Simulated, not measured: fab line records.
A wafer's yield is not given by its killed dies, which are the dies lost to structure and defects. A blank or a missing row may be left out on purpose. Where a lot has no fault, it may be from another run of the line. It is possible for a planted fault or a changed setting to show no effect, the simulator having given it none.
Matching of chambers | flow gf180mcu | pecvd-02 running GF_V2_CVD_02: 3 sister chambers
The step deposits SiO2 from TEOS, target thk 850 nm, time 94.851 s. 3 wafers are shown with their chamber, then 7 later ones without.

## WAFERS PAIRED WITH THEIR CHAMBERS
wafer  | chamber | heater power w (W)
L350.6 | 2       | 1081
L358.2 | 1       | 762
L358.5 | 0       | 655

## WAFERS WHOSE CHAMBER IS MISSING
wafer  | heater power w (W)
L358.6 | 1004
L359.2 | 721
L359.4 | 748
L359.6 | 996
L361.3 | 954
L361.5 | 1037
L361.6 | 604

## EACH ONE'S CHAMBER
wafer  | from the rows above     | in truth
L358.6 | 2                       | 2
L359.2 | can't be placed: 1 or 0 | 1
L359.4 | can't be placed: 1 or 0 | 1
L359.6 | 2                       | 2
L361.3 | can't be placed: 2 or 1 | 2
L361.5 | 2                       | 2
L361.6 | can't be placed: 0 or 1 | 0
Correctly placed: 3 of 7. From these rows, 4 cannot be placed; in 4 the true chamber is one of the candidates. Placed wrongly: 0.
How it was worked out, from the rows above alone: a wafer's distance from a chamber is the root of the sum, over the readings, of the square of ((its reading less the chamber's mean) divided by the reading's scatter). If the next closest chamber is less than 2 further off than the closest, the wafer can't be placed; otherwise it belongs to the closest. Each chamber's mean is taken over the wafers shown for it. The scatter (one wafer shown for each chamber): square how far every hidden wafer sits from the nearest shown wafer, average those squares and take the square root.
